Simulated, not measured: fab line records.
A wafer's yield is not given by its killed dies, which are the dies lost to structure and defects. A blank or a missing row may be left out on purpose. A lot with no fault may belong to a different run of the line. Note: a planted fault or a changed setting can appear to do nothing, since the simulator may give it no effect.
Which tool is to blame? | flow gf180mcu | 24 lots with 72 wafers sampled at 6 steps, on a route of 602 steps

== WHAT THE GAUGES SHOWED, per wafer ==
GF_M3_THK_MEAS_06: measures by xrf. Usual: M3_ALCU_THK typically reads 443 nm, with standard deviation 6.
lot  | measured     | on            | M3_ALCU_THK (nm) | flag
L074 | day 20 11:49 | film metro-02 | 444 444 439      |
L075 | day 20 19:11 | film metro-03 | 437 436 441      |
L076 | day 21 05:58 | film metro-03 | 441 435 442      |
L077 | day 21 18:20 | film metro-03 | 443 447 443      |
L078 | day 21 23:58 | film metro-04 | 441 446 446      |
L079 | day 22 13:47 | film metro-04 | 452 447 443      |
L080 | day 22 22:41 | film metro-03 | 438 438 439      |
L081 | day 23 05:26 | film metro-04 | 451 447 450      |
L082 | day 23 11:06 | film metro-02 | 433 431 433      |
L083 | day 23 21:50 | film metro-04 | 454 445 450      |
L084 | day 24 07:00 | film metro-03 | 452 446 445      |
L085 | day 24 12:56 | film metro-02 | 444 434 444      |
L086 | day 24 13:15 | film metro-02 | 438 447 442      |
L087 | day 25 04:53 | film metro-04 | 444 448 454      |
L088 | day 25 09:19 | film metro-02 | 440 446 447      |
L089 | day 25 18:23 | film metro-03 | 444 448 449      |
L090 | day 25 23:57 | film metro-02 | 432 435 441      |
L091 | day 26 07:55 | film metro-02 | 441 440 439      |
L092 | day 26 15:52 | film metro-02 | 445 441 428      |
L093 | day 26 22:57 | film metro-02 | 431 436 437      |
L094 | day 27 04:11 | film metro-04 | 434 441 438      |
L095 | day 27 10:52 | film metro-02 | 453 444 449      |
L096 | day 27 21:59 | film metro-03 | 445 441 442      |
L097 | day 27 23:14 | film metro-02 | 441 443 441      |

GF_M4_CD_MEAS_14: target cd 280 nm. Usual: 279.9 nm for cd nm, sd 1.4.
lot  | measured     | on        | cd nm (nm)        | flag
L074 | day 23 13:28 | cd sem-02 | 279.9 281.1 280.8 |
L075 | day 23 19:47 | cd sem-02 | 281.2 280.4 280.9 |
L076 | day 24 07:20 | cd sem-01 | 278.7 279.8 277.6 |
L077 | day 24 17:09 | cd sem-02 | 280.0 280.5 279.4 |
L078 | day 24 22:50 | cd sem-02 | 278.0 278.3 278.7 |
L079 | day 25 11:52 | cd sem-02 | 279.2 279.9 279.8 |
L080 | day 25 19:50 | cd sem-01 | 282.5 281.5 282.0 |
L081 | day 26 01:52 | cd sem-02 | 281.1 280.7 281.6 |
L082 | day 26 07:23 | cd sem-01 | 279.0 278.0 279.1 |
L083 | day 26 16:11 | cd sem-02 | 279.8 280.6 281.5 |
L084 | day 27 01:55 | cd sem-02 | 280.4 279.7 279.0 |
L085 | day 27 07:26 | cd sem-01 | 278.2 279.6 280.6 |
L086 | day 27 07:07 | cd sem-01 | 278.8 279.7 279.7 |
L087 | day 27 22:53 | cd sem-02 | 281.1 281.4 279.2 |
L088 | day 28 01:40 | cd sem-01 | 280.4 279.8 280.2 |
L089 | day 28 10:28 | cd sem-02 | 280.1 280.9 280.3 |
L090 | day 28 15:40 | cd sem-01 | 279.1 280.0 278.7 |
L091 | day 28 22:29 | cd sem-01 | 282.2 281.9 283.5 |
L092 | day 29 06:05 | cd sem-01 | 278.9 278.3 277.9 |
L093 | day 29 12:38 | cd sem-01 | 279.6 279.1 279.1 |
L094 | day 29 16:55 | cd sem-01 | 278.6 277.6 277.6 |
L095 | day 29 23:13 | cd sem-02 | 276.8 278.0 278.0 |
L096 | day 30 10:34 | cd sem-02 | 281.6 281.7 281.9 |
L097 | day 30 10:40 | cd sem-01 | 281.7 280.7 281.1 |

== WHICH TOOL RAN EACH LOT (tool, then ch and the chambers of the sampled wafers, then the start) ==
lot  | GF_STI_ETCH_14                  | GF_CONTACT_CVD_02               | GF_M2_STRIP_17                       | GF_V2_CMP_26
L074 | rie si-01 ch 1,2,3, day 2 01:33 | pecvd-02 ch 0,1,2, day 15 07:10 | plasma asher-04 ch 0,1, day 19 07:54 | cmp-01 ch 0,2,3, day 20 11:09
L075 | rie si-01 ch 1,2,3, day 2 06:50 | pecvd-02 ch 1,2, day 15 13:10   | plasma asher-01 ch 0,1, day 19 15:47 | cmp-02 ch 1,2,3, day 20 18:32
L076 | rie si-01 ch 1,2,3, day 2 12:26 | pecvd-01 ch 0,1,2, day 15 23:51 | plasma asher-04 ch 0,1, day 20 03:14 | cmp-01 ch 0,2,3, day 21 05:17
L077 | rie si-02 ch 0,1,3, day 2 18:14 | pecvd-02 ch 0,1, day 16 11:01   | plasma asher-01 ch 1, day 20 15:19   | cmp-01 ch 0,1,2, day 21 17:44
L078 | rie si-01 ch 1,2, day 2 22:38   | pecvd-02 ch 0,1,2, day 16 16:27 | plasma asher-01 ch 0,1, day 20 21:08 | cmp-01 ch 1,3, day 21 23:23
L079 | rie si-02 ch 0,1,2, day 3 03:35 | pecvd-04 ch 0,2, day 17 05:22   | plasma asher-03 ch 0,1, day 21 11:24 | cmp-01 ch 0,1,2, day 22 13:14
L080 | rie si-02 ch 0,2,3, day 3 08:57 | pecvd-04 ch 1,2, day 17 15:54   | plasma asher-01 ch 0,1, day 21 20:20 | cmp-02 ch 1,2, day 22 22:03
L081 | rie si-01 ch 0,1, day 3 13:18   | pecvd-01 ch 0,2, day 17 21:47   | plasma asher-03 ch 0,1, day 22 03:04 | cmp-02 ch 0,1,2, day 23 04:53
L082 | rie si-01 ch 0,2, day 3 19:41   | pecvd-01 ch 1,2, day 18 03:11   | plasma asher-04 ch 1, day 22 09:05   | cmp-01 ch 2,3, day 23 10:27
L083 | rie si-01 ch 0,1, day 4 01:56   | pecvd-02 ch 0,2, day 18 14:44   | plasma asher-04 ch 0,1, day 22 20:08 | cmp-01 ch 1,2,3, day 23 21:21
L084 | rie si-01 ch 0,2, day 4 05:47   | pecvd-02 ch 0,2, day 19 00:56   | plasma asher-04 ch 0,1, day 23 05:11 | cmp-01 ch 0,3, day 24 06:21
L085 | rie si-02 ch 2,3, day 4 10:26   | pecvd-02 ch 1,2, day 19 06:12   | plasma asher-04 ch 1, day 23 11:10   | cmp-02 ch 0,1,3, day 24 12:17
L086 | rie si-01 ch 2,3, day 4 15:39   | pecvd-04 ch 0,1,2, day 19 07:59 | plasma asher-04 ch 0,1, day 23 11:42 | cmp-02 ch 0,1, day 24 12:35
L087 | rie si-02 ch 1,3, day 4 21:53   | pecvd-01 ch 0,1,2, day 19 23:34 | plasma asher-01 ch 1, day 24 03:47   | cmp-02 ch 1,2,3, day 25 04:17
L088 | rie si-02 ch 0,2,3, day 5 01:44 | pecvd-02 ch 0,1,2, day 20 06:58 | plasma asher-03 ch 0,1, day 24 09:02 | cmp-01 ch 2,3, day 25 08:41
L089 | rie si-01 ch 1,2,3, day 5 07:00 | pecvd-04 ch 0,1,2, day 20 17:28 | plasma asher-01 ch 0,1, day 24 18:23 | cmp-01 ch 0,1,3, day 25 17:47
L090 | rie si-01 ch 1,2,3, day 5 13:30 | pecvd-02 ch 0,1,2, day 20 22:29 | plasma asher-04 ch 0,1, day 24 22:50 | cmp-01 ch 1,2,3, day 25 23:18
L091 | rie si-02 ch 1,3, day 5 16:47   | pecvd-02 ch 0,2, day 21 06:30   | plasma asher-03 ch 0, day 25 07:23   | cmp-02 ch 1,2,3, day 26 07:17
L092 | rie si-01 ch 2,3, day 5 22:48   | pecvd-01 ch 0,2, day 21 16:56   | plasma asher-01 ch 0,1, day 25 15:44 | cmp-01 ch 0,1, day 26 15:15
L093 | rie si-02 ch 0,2,3, day 6 03:40 | pecvd-02 ch 0,2, day 22 01:06   | plasma asher-04 ch 0,1, day 25 23:37 | cmp-02 ch 1,2,3, day 26 22:18
L094 | rie si-02 ch 0,3, day 6 10:13   | pecvd-02 ch 0,1,2, day 22 05:57 | plasma asher-03 ch 0,1, day 26 04:47 | cmp-02 ch 0,1,2, day 27 03:38
L095 | rie si-01 ch 0,2,3, day 6 12:58 | pecvd-02 ch 0,1, day 22 13:31   | plasma asher-01 ch 0, day 26 11:14   | cmp-02 ch 0,2, day 27 10:14
L096 | rie si-01 ch 0,2,3, day 6 19:15 | pecvd-02 ch 0,1,2, day 23 03:59 | plasma asher-01 ch 0,1, day 26 22:20 | cmp-02 ch 1,2, day 27 21:23
L097 | rie si-01 ch 0,2,3, day 6 23:37 | pecvd-01 ch 0,1, day 23 04:31   | plasma asher-03 ch 0,1, day 26 23:31 | cmp-01 ch 1,2, day 27 22:34
- GF_STI_ETCH_14: etches Si in HBr/Cl2/O2, target depth 360 nm, time 102.9 s.
- GF_CONTACT_CVD_02: deposits SiO2 from TEOS, target thk 860 nm, time 95.992 s.
- GF_M2_STRIP_17: strips in O2/N2.
- GF_V2_CMP_26: polishes, stops on SiO2, t overpolish 15 s, target thk 0 nm.

== WHAT THE TOOLS THEMSELVES READ (means of the sampled wafers that have a number; where no wafer has one, the mark that the record gives instead) ==
GF_STI_ETCH_14. Usual: drypump motor current A 5.4 A, standard deviation 0.49; mfc cl2 sccm 40.02 sccm, standard deviation 0.11; oes product au 0.999 a.u., standard deviation 0.0082; throttle valve pct 25.658 %, standard deviation 0.0095.
lot  | tool      | drypump motor current A (A) | mfc cl2 sccm (sccm) | oes product au (a.u.) | throttle valve pct (%) | flag
L074 | rie si-01 | 5.6                         | 39.99               | 0.997                 | 25.663                 |
L075 | rie si-01 | 5.6                         | 39.97               | 0.994                 | 25.653                 |
L076 | rie si-01 | 5.6                         | 39.98               | 0.995                 | 25.662                 |
L077 | rie si-02 | 5.0                         | 40.07               | 0.998                 | 25.663                 |
L078 | rie si-01 | 5.6                         | 40.02               | 0.996                 | 25.663                 |
L079 | rie si-02 | 5.6                         | 40.00               | 0.994                 | 25.651                 |
L080 | rie si-02 | 5.6                         | 40.12               | 0.985                 | 25.657                 |
L081 | rie si-01 | 5.6                         | 39.99               | 1.005                 | 25.660                 |
L082 | rie si-01 | 5.3                         | 39.94               | 1.004                 | 25.661                 |
L083 | rie si-01 | 5.4                         | 39.87               | 1.006                 | 25.653                 |
L084 | rie si-01 | 5.3                         | 39.97               | 1.016                 | 25.644                 |
L085 | rie si-02 | 5.4                         | 40.17               | 0.998                 | 25.649                 |
L086 | rie si-01 | 5.5                         | 40.11               | 1.000                 | 25.653                 |
L087 | rie si-02 | 4.8                         | 39.95               | 0.990                 | 25.670                 |
L088 | rie si-02 | 5.5                         | 40.05               | 1.002                 | 25.662                 |
L089 | rie si-01 | 5.6                         | 40.10               | 1.001                 | 25.649                 |
L090 | rie si-01 | 5.5                         | 40.11               | 1.003                 | 25.657                 |
L091 | rie si-02 | 4.9                         | 39.88               | 1.001                 | 25.649                 |
L092 | rie si-01 | 5.4                         | 40.10               | 0.998                 | 25.660                 |
L093 | rie si-02 | 5.5                         | 40.03               | 0.993                 | 25.665                 |
L094 | rie si-02 | 4.9                         | 39.99               | 1.001                 | 25.645                 |
L095 | rie si-01 | 5.4                         | 40.09               | 1.001                 | 25.653                 |
L096 | rie si-01 | 5.4                         | 40.04               | 0.999                 | 25.664                 |
L097 | rie si-01 | 5.4                         | 40.11               | 0.997                 | 25.663                 |

GF_CONTACT_CVD_02. Usual: 743 W for heater power w, sd 130.
lot  | tool     | heater power w (W) | flag
L074 | pecvd-02 | 770                |
L075 | pecvd-02 | 764                |
L076 | pecvd-01 | 656                |
L077 | pecvd-02 | 888                |
L078 | pecvd-02 | 789                |
L079 | pecvd-04 | 740                |
L080 | pecvd-04 | 726                |
L081 | pecvd-01 | 657                |
L082 | pecvd-01 | 680                |
L083 | pecvd-02 | 771                |
L084 | pecvd-02 | 777                |
L085 | pecvd-02 | 820                |
L086 | pecvd-04 | 651                |
L087 | pecvd-01 | 611                |
L088 | pecvd-02 | 815                |
L089 | pecvd-04 | 757                |
L090 | pecvd-02 | 782                |
L091 | pecvd-02 | 791                |
L092 | pecvd-01 | 575                |
L093 | pecvd-02 | 740                |
L094 | pecvd-02 | 791                |
L095 | pecvd-02 | 845                |
L096 | pecvd-02 | 749                |
L097 | pecvd-01 | 686                |

GF_M2_STRIP_17. Usual: drypump motor current A 5.6 A, standard deviation 0.6; heater power w 360 W, standard deviation 51; o2 flow sccm 3001 sccm, standard deviation 8; oes product au 0.557 a.u., standard deviation 0.0051; strip time to endpoint s 7.86 s, standard deviation 0.052.
lot  | tool            | drypump motor current A (A) | heater power w (W) | o2 flow sccm (sccm) | oes product au (a.u.) | strip time to endpoint s (s) | flag
L074 | plasma asher-04 | 5.1                         | 385                | 2992                | 0.557                 | 7.89                         |
L075 | plasma asher-01 | 6.4                         | 381                | 2999                | 0.552                 | 7.79                         |
L076 | plasma asher-04 | 5.2                         | 390                | 2998                | 0.556                 | 7.88                         |
L077 | plasma asher-01 | 6.0                         | 320                | 3001                | 0.553                 | 7.83                         |
L078 | plasma asher-01 | 6.4                         | 385                | 3007                | 0.556                 | 7.87                         |
L079 | plasma asher-03 | 5.3                         | 338                | 3007                | 0.558                 | 7.89                         |
L080 | plasma asher-01 | 6.2                         | 347                | 2998                | 0.555                 | 7.84                         |
L081 | plasma asher-03 | 5.3                         | 336                | 2998                | 0.558                 | 7.92                         |
L082 | plasma asher-04 | 5.2                         | 434                | 2999                | 0.558                 | 7.88                         |
L083 | plasma asher-04 | 5.1                         | 394                | 3000                | 0.559                 | 7.91                         |
L084 | plasma asher-04 | 5.1                         | 395                | 2999                | 0.560                 | 7.93                         |
L085 | plasma asher-04 | 5.2                         | 431                | 2988                | 0.557                 | 7.84                         |
L086 | plasma asher-04 | 5.1                         | 341                | 3006                | 0.554                 | 7.78                         |
L087 | plasma asher-01 | 6.0                         | 316                | 3002                | 0.553                 | 7.80                         |
L088 | plasma asher-03 | 5.3                         | 336                | 2995                | 0.554                 | 7.85                         |
L089 | plasma asher-01 | 6.2                         | 351                | 3000                | 0.562                 | 7.95                         |
L090 | plasma asher-04 | 5.1                         | 340                | 3000                | 0.559                 | 7.88                         |
L091 | plasma asher-03 | 5.4                         | 340                | 2998                | 0.563                 | 7.87                         |
L092 | plasma asher-01 | 6.5                         | 381                | 3002                | 0.558                 | 7.87                         |
L093 | plasma asher-04 | 5.1                         | 347                | 3002                | 0.557                 | 7.88                         |
L094 | plasma asher-03 | 5.2                         | 335                | 3000                | 0.558                 | 7.82                         |
L095 | plasma asher-01 | 6.6                         | 412                | 2998                | 0.556                 | 7.85                         |
L096 | plasma asher-01 | 6.2                         | 346                | 2998                | 0.561                 | 7.92                         |
L097 | plasma asher-03 | 5.2                         | 337                | 3000                | 0.557                 | 7.85                         |

GF_V2_CMP_26. Usual: motor current A 10.6 A, standard deviation 1.2; overpolish run s 15.001 s, standard deviation 0.0093; time to endpoint s 84 s, standard deviation 4.
lot  | tool   | motor current A (A) | overpolish run s (s) | time to endpoint s (s) | flag
L074 | cmp-01 | 9.7                 | 15.005               | 86                     |
L075 | cmp-02 | 11.5                | 15.001               | 84                     |
L076 | cmp-01 | 9.7                 | 14.993               | 86                     |
L077 | cmp-01 | 11.2                | 15.002               | 80                     |
L078 | cmp-01 | 10.0                | 14.997               | 81                     |
L079 | cmp-01 | 10.8                | 15.009               | 82                     |
L080 | cmp-02 | 12.1                | 15.003               | 85                     |
L081 | cmp-02 | 11.5                | 15.004               | 85                     |
L082 | cmp-01 | 10.5                | 15.005               | 89                     |
L083 | cmp-01 | 10.9                | 14.987               | 83                     |
L084 | cmp-01 | 9.2                 | 15.000               | 80                     |
L085 | cmp-02 | 11.3                | 15.002               | 84                     |
L086 | cmp-02 | 11.9                | 15.003               | 88                     |
L087 | cmp-02 | 11.0                | 15.000               | 80                     |
L088 | cmp-01 | 10.1                | 14.990               | 83                     |
L089 | cmp-01 | 10.2                | 15.001               | 81                     |
L090 | cmp-01 | 10.8                | 15.007               | 87                     |
L091 | cmp-02 | 11.2                | 15.002               | 85                     |
L092 | cmp-01 | 9.8                 | 14.992               | 80                     |
L093 | cmp-02 | 11.1                | 15.000               | 81                     |
L094 | cmp-02 | 11.6                | 14.999               | 82                     |
L095 | cmp-02 | 10.7                | 14.998               | 85                     |
L096 | cmp-02 | 12.3                | 14.994               | 85                     |
L097 | cmp-01 | 11.7                | 15.000               | 88                     |

== THE ANSWER, worked out from the rows above alone ==
Rule: take the mean of a lot's wafers that have a number; if it is more than 3 standard deviations from the usual mean, the lot is off. A lot without any number at a reading at which 4 lots or more have one is off too. The other lots that the step has rows for count as sound. After the gauges, taken in route order, come the tools' own readings; for these a lot's mean is taken, as printed above. The first step at which some lot is off is used, and at that step the reading that is off furthest; a lot without a number counts as furthest.
Nothing can be told from this: no lot is off at any reading shown.

== WHAT THE SIMULATOR HAD PUT IN ==
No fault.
